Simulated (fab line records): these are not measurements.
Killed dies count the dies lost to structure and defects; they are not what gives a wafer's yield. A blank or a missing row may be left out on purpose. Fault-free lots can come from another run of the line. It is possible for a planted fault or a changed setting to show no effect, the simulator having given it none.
Which tool was responsible? / flow gf180mcu / Sampling: 13 lots, 39 wafers, 4 of 602 route steps

== WHAT EACH GAUGE READ, for each wafer ==
GF_V2_THK_MEAS_03. Usual: V2_CVD_02_THK typically reads 851 nm, with standard deviation 11.
lot=L721; measured=day 19 15:29; on=film_metro-04; V2_CVD_02_THK (nm)=836 837 843; flag=
lot=L722; measured=day 19 21:31; on=film_metro-03; V2_CVD_02_THK (nm)=842 817 852; flag=
lot=L723; measured=day 20 02:47; on=film_metro-03; V2_CVD_02_THK (nm)=849 842 834; flag=
lot=L725; measured=day 21 02:37; on=film_metro-03; V2_CVD_02_THK (nm)=854 865 855; flag=
lot=L727; measured=day 22 05:52; on=film_metro-04; V2_CVD_02_THK (nm)=847 859 864; flag=
lot=L728; measured=day 22 11:58; on=film_metro-03; V2_CVD_02_THK (nm)=853 844 840; flag=
lot=L729; measured=day 22 16:19; on=film_metro-04; V2_CVD_02_THK (nm)=839 841 851; flag=
lot=L732; measured=day 23 15:28; on=film_metro-03; V2_CVD_02_THK (nm)=834 844 850; flag=
lot=L733; measured=day 23 22:17; on=film_metro-03; V2_CVD_02_THK (nm)=862 860 868; flag=
lot=L735; measured=day 24 16:20; on=film_metro-04; V2_CVD_02_THK (nm)=860 849 866; flag=
lot=L741; measured=day 26 10:02; on=film_metro-01; V2_CVD_02_THK (nm)=860 869 865; flag=
lot=L742; measured=day 26 15:12; on=film_metro-04; V2_CVD_02_THK (nm)=860 852 852; flag=
lot=L744; measured=day 27 06:27; on=film_metro-03; V2_CVD_02_THK (nm)=845 848 859; flag=

GF_V3_THK_MEAS_01. Usual: V3_CVD_00_THK typically reads 598 nm, with standard deviation 6.1.
lot=L721; measured=day 21 18:45; on=film_metro-03; V3_CVD_00_THK (nm)=590 602 599; flag=
lot=L722; measured=day 22 01:03; on=film_metro-02; V3_CVD_00_THK (nm)=601 599 607; flag=
lot=L723; measured=day 22 06:05; on=film_metro-03; V3_CVD_00_THK (nm)=593 589 583; flag=
lot=L725; measured=day 23 05:27; on=film_metro-02; V3_CVD_00_THK (nm)=597 594 595; flag=
lot=L727; measured=day 24 07:02; on=film_metro-02; V3_CVD_00_THK (nm)=601 596 592; flag=
lot=L728; measured=day 24 13:11; on=film_metro-02; V3_CVD_00_THK (nm)=607 600 602; flag=
lot=L729; measured=day 24 16:53; on=film_metro-02; V3_CVD_00_THK (nm)=595 603 593; flag=
lot=L732; measured=day 25 15:08; on=film_metro-02; V3_CVD_00_THK (nm)=607 605 609; flag=
lot=L733; measured=day 25 20:47; on=film_metro-03; V3_CVD_00_THK (nm)=599 595 594; flag=
lot=L735; measured=day 26 13:51; on=film_metro-02; V3_CVD_00_THK (nm)=600 597 601; flag=
lot=L741; measured=day 28 05:24; on=film_metro-01; V3_CVD_00_THK (nm)=603 600 594; flag=
lot=L742; measured=day 28 10:34; on=film_metro-02; V3_CVD_00_THK (nm)=583 590 595; flag=
lot=L744; measured=day 29 00:59; on=film_metro-02; V3_CVD_00_THK (nm)=593 600 608; flag=

== WHAT TOOL EACH LOT RAN ON (gives the tool, then ch and the chambers of the sampled wafers, and finally the start) ==
lot=L721; GF_M3_SPUTTER_01=pvd_sputter-03, day 20 18:02; GF_M3_STRIP_17=plasma_asher-03 ch 0,1, day 21 18:08
lot=L722; GF_M3_SPUTTER_01=pvd_sputter-04, day 21 00:08; GF_M3_STRIP_17=plasma_asher-03 ch 0,1, day 22 00:26
lot=L723; GF_M3_SPUTTER_01=pvd_sputter-03, day 21 05:11; GF_M3_STRIP_17=plasma_asher-02 ch 0,1, day 22 05:29
lot=L725; GF_M3_SPUTTER_01=pvd_sputter-01, day 22 04:44; GF_M3_STRIP_17=plasma_asher-02 ch 0,1, day 23 04:50
lot=L727; GF_M3_SPUTTER_01=pvd_sputter-04, day 23 07:38; GF_M3_STRIP_17=plasma_asher-03 ch 0,1, day 24 06:27
lot=L728; GF_M3_SPUTTER_01=pvd_sputter-03, day 23 13:26; GF_M3_STRIP_17=plasma_asher-01 ch 0,1, day 24 12:32
lot=L729; GF_M3_SPUTTER_01=pvd_sputter-03, day 23 17:20; GF_M3_STRIP_17=plasma_asher-03 ch 0, day 24 16:16
lot=L732; GF_M3_SPUTTER_01=pvd_sputter-04, day 24 16:11; GF_M3_STRIP_17=plasma_asher-02 ch 0,1, day 25 14:32
lot=L733; GF_M3_SPUTTER_01=pvd_sputter-01, day 24 22:52; GF_M3_STRIP_17=plasma_asher-01 ch 0,1, day 25 20:10
lot=L735; GF_M3_SPUTTER_01=pvd_sputter-04, day 25 16:13; GF_M3_STRIP_17=plasma_asher-01 ch 0,1, day 26 13:15
lot=L741; GF_M3_SPUTTER_01=pvd_sputter-01, day 27 08:43; GF_M3_STRIP_17=plasma_asher-03 ch 1, day 28 04:45
lot=L742; GF_M3_SPUTTER_01=pvd_sputter-01, day 27 13:56; GF_M3_STRIP_17=plasma_asher-03 ch 0,1, day 28 09:57
lot=L744; GF_M3_SPUTTER_01=pvd_sputter-03, day 28 05:04; GF_M3_STRIP_17=plasma_asher-02 ch 0,1, day 29 00:22
- GF_M3_SPUTTER_01: material TiN, target thk 30 nm, time 25 s.
- GF_M3_STRIP_17: strips in O2/N2.

== AS READ BY THE TOOLS THEMSELVES (means over the sampled wafers that have a number; for cases with no such wafer, the mark the record gives instead) ==
GF_M3_SPUTTER_01. Usual: throttle_valve_pct 30.2 %, standard deviation 1.1.
lot=L721; tool=pvd_sputter-03; throttle_valve_pct (%)=30.6; flag=
lot=L722; tool=pvd_sputter-04; throttle_valve_pct (%)=30.0; flag=
lot=L723; tool=pvd_sputter-03; throttle_valve_pct (%)=31.8; flag=
lot=L725; tool=pvd_sputter-01; throttle_valve_pct (%)=30.1; flag=
lot=L727; tool=pvd_sputter-04; throttle_valve_pct (%)=30.2; flag=
lot=L728; tool=pvd_sputter-03; throttle_valve_pct (%)=31.3; flag=
lot=L729; tool=pvd_sputter-03; throttle_valve_pct (%)=31.0; flag=
lot=L732; tool=pvd_sputter-04; throttle_valve_pct (%)=29.4; flag=
lot=L733; tool=pvd_sputter-01; throttle_valve_pct (%)=29.8; flag=
lot=L735; tool=pvd_sputter-04; throttle_valve_pct (%)=29.6; flag=
lot=L741; tool=pvd_sputter-01; throttle_valve_pct (%)=29.2; flag=
lot=L742; tool=pvd_sputter-01; throttle_valve_pct (%)=30.2; flag=
lot=L744; tool=pvd_sputter-03; throttle_valve_pct (%)=31.2; flag=

GF_M3_STRIP_17. Usual: drypump_motor_current_A 5.76 A, standard deviation 0.23; heater_power_w 341 W, standard deviation 35; n2_flow_sccm 299.9 sccm, standard deviation 0.81; oes_product_au 0.538 a.u., standard deviation 0.0048; platen_temp_c 249.99 C, standard deviation 0.17; strip_time_to_endpoint_s 7.38 s, standard deviation 0.052.
lot=L721; tool=plasma_asher-03; drypump_motor_current_A (A)=5.67; heater_power_w (W)=370; n2_flow_sccm (sccm)=300.3; oes_product_au (a.u.)=0.533; platen_temp_c (C)=250.13; strip_time_to_endpoint_s (s)=7.33; flag=
lot=L722; tool=plasma_asher-03; drypump_motor_current_A (A)=5.67; heater_power_w (W)=380; n2_flow_sccm (sccm)=299.3; oes_product_au (a.u.)=0.540; platen_temp_c (C)=250.16; strip_time_to_endpoint_s (s)=7.41; flag=
lot=L723; tool=plasma_asher-02; drypump_motor_current_A (A)=5.80; heater_power_w (W)=322; n2_flow_sccm (sccm)=300.8; oes_product_au (a.u.)=0.540; platen_temp_c (C)=249.85; strip_time_to_endpoint_s (s)=7.45; flag=
lot=L725; tool=plasma_asher-02; drypump_motor_current_A (A)=5.73; heater_power_w (W)=322; n2_flow_sccm (sccm)=299.9; oes_product_au (a.u.)=0.537; platen_temp_c (C)=250.08; strip_time_to_endpoint_s (s)=7.41; flag=
lot=L727; tool=plasma_asher-03; drypump_motor_current_A (A)=5.68; heater_power_w (W)=373; n2_flow_sccm (sccm)=299.8; oes_product_au (a.u.)=0.537; platen_temp_c (C)=249.92; strip_time_to_endpoint_s (s)=7.35; flag=
lot=L728; tool=plasma_asher-01; drypump_motor_current_A (A)=6.02; heater_power_w (W)=329; n2_flow_sccm (sccm)=300.2; oes_product_au (a.u.)=0.544; platen_temp_c (C)=249.98; strip_time_to_endpoint_s (s)=7.43; flag=
lot=L729; tool=plasma_asher-03; drypump_motor_current_A (A)=5.68; heater_power_w (W)=385; n2_flow_sccm (sccm)=299.5; oes_product_au (a.u.)=0.540; platen_temp_c (C)=249.78; strip_time_to_endpoint_s (s)=7.36; flag=
lot=L732; tool=plasma_asher-02; drypump_motor_current_A (A)=5.78; heater_power_w (W)=325; n2_flow_sccm (sccm)=299.6; oes_product_au (a.u.)=0.534; platen_temp_c (C)=249.86; strip_time_to_endpoint_s (s)=7.34; flag=
lot=L733; tool=plasma_asher-01; drypump_motor_current_A (A)=5.77; heater_power_w (W)=307; n2_flow_sccm (sccm)=300.4; oes_product_au (a.u.)=0.539; platen_temp_c (C)=250.00; strip_time_to_endpoint_s (s)=7.36; flag=
lot=L735; tool=plasma_asher-01; drypump_motor_current_A (A)=5.77; heater_power_w (W)=305; n2_flow_sccm (sccm)=300.4; oes_product_au (a.u.)=0.541; platen_temp_c (C)=249.82; strip_time_to_endpoint_s (s)=7.33; flag=
lot=L741; tool=plasma_asher-03; drypump_motor_current_A (A)=5.64; heater_power_w (W)=336; n2_flow_sccm (sccm)=299.5; oes_product_au (a.u.)=0.549; platen_temp_c (C)=240.84; strip_time_to_endpoint_s (s)=8.98; flag=OFF
lot=L742; tool=plasma_asher-03; drypump_motor_current_A (A)=5.69; heater_power_w (W)=350; n2_flow_sccm (sccm)=300.0; oes_product_au (a.u.)=0.550; platen_temp_c (C)=240.51; strip_time_to_endpoint_s (s)=8.94; flag=OFF
lot=L744; tool=plasma_asher-02; drypump_motor_current_A (A)=5.73; heater_power_w (W)=323; n2_flow_sccm (sccm)=299.5; oes_product_au (a.u.)=0.538; platen_temp_c (C)=250.06; strip_time_to_endpoint_s (s)=7.37; flag=

== THE ANSWER, worked out from the rows above alone ==
Rule: lot off if the mean of its wafers having a number is beyond 3 standard deviations from the usual mean. Also off: a lot with no number at a reading for which 4 or more lots have one. The other lots that the step has rows for count as sound. First the gauges in route order, then the tools' own readings, where a lot's mean is used as printed above. At the first step where some lot is off, the reading lying furthest off is the one used; lots without a number count as furthest.
Off: L741, L742 (GF_M3_STRIP_17, platen_temp_c).
If a tool, at that step or one of the process steps before it, ran each lot that is off and ran no sound lot following the first of them, it fits. 2 tools fit, pvd_sputter-01 at GF_M3_SPUTTER_01 and plasma_asher-03 at GF_M3_STRIP_17, so this cannot tell which one it is.

== WHAT HAD BEEN PUT IN BY THE SIMULATOR ==
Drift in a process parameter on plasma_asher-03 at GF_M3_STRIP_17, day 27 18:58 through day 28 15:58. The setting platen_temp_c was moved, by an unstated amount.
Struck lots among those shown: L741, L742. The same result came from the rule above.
